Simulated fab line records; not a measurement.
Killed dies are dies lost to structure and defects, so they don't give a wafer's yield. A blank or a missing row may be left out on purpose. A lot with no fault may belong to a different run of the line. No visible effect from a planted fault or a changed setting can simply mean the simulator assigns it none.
Chamber matching | flow sky130 | rie-diel-04 running SKY_FIELD_ISO_ETCH_15: 4 sister chambers
The step etches the open film in CHF3/O2, stops on Si, target depth 180 nm, time 72 s. 4 wafers are shown with their chamber, then 7 later ones without.

WAFERS PAIRED WITH THEIR CHAMBERS
wafer  | chamber | drypump-motor-current-A (A)
L657.4 | 1       | 4.9
L661.3 | 0       | 5.5
L662.1 | 2       | 4.8
L662.4 | 3       | 5.8

WAFERS WITHOUT THEIR CHAMBER
wafer  | drypump-motor-current-A (A)
L662.6 | 5.5
L664.4 | 5.8
L664.5 | 5.6
L664.6 | 4.9
L666.1 | 5.8
L666.4 | 5.5
L666.5 | 4.7

CHAMBER TAKEN BY EACH
wafer  | from the rows above     | in truth
L662.6 | 0                       | 0
L664.4 | 3                       | 3
L664.5 | can't be placed: 0 or 3 | 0
L664.6 | can't be placed: 1 or 2 | 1
L666.1 | 3                       | 3
L666.4 | 0                       | 0
L666.5 | can't be placed: 2 or 1 | 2
Correct placement for 4 of the 7. Can't be placed from these rows: 3 (the true chamber is among the candidates in 3). Number placed wrongly: 0.
How it was worked out, from the rows above alone: a wafer's distance from a chamber is the root of the sum, over the readings, of the square of ((its reading less the chamber's mean) divided by the reading's scatter). If the next closest chamber is less than 2 further off than the closest, the wafer can't be placed; otherwise it belongs to the closest. The mean given for a chamber averages the wafers shown for that chamber. The scatter: root of mean squared gap, hidden wafer to nearest shown wafer, with one shown wafer a chamber.
